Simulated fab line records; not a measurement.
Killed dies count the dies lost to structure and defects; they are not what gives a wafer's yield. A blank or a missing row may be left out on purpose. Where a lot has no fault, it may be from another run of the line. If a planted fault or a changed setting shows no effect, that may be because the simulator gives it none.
Chamber matching -- flow sky130 -- cmp-02 running SKY_VIA1_CMP_24: 4 sister chambers
The step polishes, stops on SiO2, t overpolish 15 s, target thk 0 nm. 14 wafers are shown with their chamber, then 7 later ones without.

EACH WAFER AND ITS CHAMBER
wafer,chamber,motor-current-A (A),time-to-endpoint-s (s),overpolish-run-s (s)
L547.1,2,11.8,64,15.009
L547.5,1,10.5,63,14.979
L547.6,2,11.4,66,14.987
L555.3,1,10.8,64,14.991
L555.4,0,9.6,61,15.005
L555.6,2,12.0,67,14.993
L556.3,1,10.5,60,14.978
L556.5,0,9.7,56,14.988
L556.6,3,11.3,64,14.980
L559.1,2,11.5,63,15.002
L559.2,3,10.9,65,15.003
L559.4,1,10.5,60,14.961
L561.4,1,10.4,60,14.990
L561.5,1,10.4,58,15.003

SIGNATURES (means of the wafers above)
reading,chamber 0,chamber 1,chamber 2,chamber 3,scatter within a chamber
motor-current-A,9.650,10.517,11.675,11.100,0.205
time-to-endpoint-s,58.50,60.83,65.00,64.50,2.19
overpolish-run-s,14.99650,14.98367,14.99775,14.99150,0.0131
Rule: a wafer's distance from a chamber is the root of the sum, over the readings, of the square of ((its reading less the chamber's mean) divided by the reading's scatter). The wafer belongs to the nearest chamber; if the next one is less than 2 further off, it can't be placed. The scatter: take each reading less its chamber's mean, square it, sum over the shown wafers, divide by the number of wafers less the number of chambers, and take the root.

WAFERS WHOSE CHAMBER IS MISSING
wafer,motor-current-A (A),time-to-endpoint-s (s),overpolish-run-s (s)
L561.6,11.6,67,14.999
L568.3,11.9,69,15.006
L568.4,9.4,67,15.007
L568.6,11.6,67,14.990
L569.2,10.9,67,15.009
L569.4,11.3,73,14.990
L569.5,11.4,67,14.997

CHAMBER TAKEN BY EACH
wafer,from the rows above,in truth
L561.6,can't be placed: 2 or 3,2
L568.3,2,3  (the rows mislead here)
L568.4,0,0
L568.6,can't be placed: 2 or 3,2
L569.2,can't be placed: 3 or 1 or 2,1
L569.4,can't be placed: 3 or 2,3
L569.5,can't be placed: 2 or 3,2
Correct placement for 1 of the 7. These rows do not allow placing 5 (true chamber among the candidates in 5). 1 placed wrongly.
